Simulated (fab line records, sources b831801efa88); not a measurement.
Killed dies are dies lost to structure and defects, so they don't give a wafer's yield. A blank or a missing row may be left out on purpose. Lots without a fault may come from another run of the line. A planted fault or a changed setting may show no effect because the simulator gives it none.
Problem report in the 8D (eight disciplines) form, filled by code | flow sky130 | the parts of the form that need people (team, actions taken, sign-off) are left out

1. THE PROBLEM
time_to_endpoint_s at SKY_FIELD_ISO_CMP_27 reads a mean of 235 s on 3 wafers of 2 lots; wafers without a fault read 116 s with a standard deviation of 4.4. That is +27 standard deviations from the usual mean.
The step: polishes, stops on Si3N4, t overpolish 16 s, target thk 457.8 nm.
First seen on wafer L314.2, day 6 11:39, on cmp-02. The record holds 39 wafers of 13 lots with a number at this step. Rule for "out", or "out of limits": more than 4 standard deviations from the usual mean. The other wafers with a number count as sound.

2. WHAT IT IS AND WHAT IT IS NOT
question                    | is                     | is not
which readings at this step | time_to_endpoint_s     | motor_current_A, overpolish_run_s, platen_rpm
which lots                  | L314, L315             | L297, L298, L300, L301, L302, L303, L305, L310, L317, L318, L319
which wafers of those lots  | L314.2, L315.5, L315.6 | L314.1, L314.4, L315.3
read on which tools         | cmp-02                 | cmp-01
when                        | from day 6 11:39       | up to then (26 sound wafers); but 10 sound wafers of L315, L317, L318, L319 came after

3. SUSPECTS, AND WHAT RULES EACH OUT
Counting: a tool at a process step up to the reading stays a suspect if it ran every lot that is out. Sound lots after the first of them don't rule it out here, since some wafers of a struck lot are sound.
- cmp-02 at SKY_FIELD_ISO_CMP_27 (polishes, stops on Si3N4, t overpolish 16 s, target thk 457.8 nm): kept. It ran every lot that is out, first L314 (day 6 11:39); its last sound lot up to then is L301 (day 3 13:27). Its own readings are out on those wafers: time_to_endpoint_s.
Left after counting: cmp-02 at SKY_FIELD_ISO_CMP_27.

4. THE CAUSE (what the simulator had put in)
Process parameter drift: cmp-02, from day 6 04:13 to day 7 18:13, at SKY_FIELD_ISO_CMP_27. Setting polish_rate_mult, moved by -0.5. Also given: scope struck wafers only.
Counting left only this tool.

5. THE CHAIN OF EFFECTS, in route order
Each row: a reading whose mean over the struck wafers that have a number lies more than 3 standard deviations from the usual. Only readings for which the record gives a usual standard deviation are gone through. hours: the time from each lot's start at the first step in this table that gives one to its start at this step, as a median over the lots. sigmas: the change in usual standard deviations.
hours | step                 | reading            | usual | on struck wafers | change | sigmas
0     | SKY_FIELD_ISO_CMP_27 | time_to_endpoint_s | 116 s | 235              | +119   | +27
The process steps in it:
- SKY_FIELD_ISO_CMP_27: polishes, stops on Si3N4, t overpolish 16 s, target thk 457.8 nm.
Later measuring or inspecting steps at which every struck wafer that the step has a row for has a number for every such reading, and none has moved that far: SKY_NWELL_OVL_MEAS_23.

6. WHAT WOULD HAVE CAUGHT IT SOONER
In this record the first reading out of limits was taken at day 6 11:39, 7 hours after the fault began at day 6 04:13.
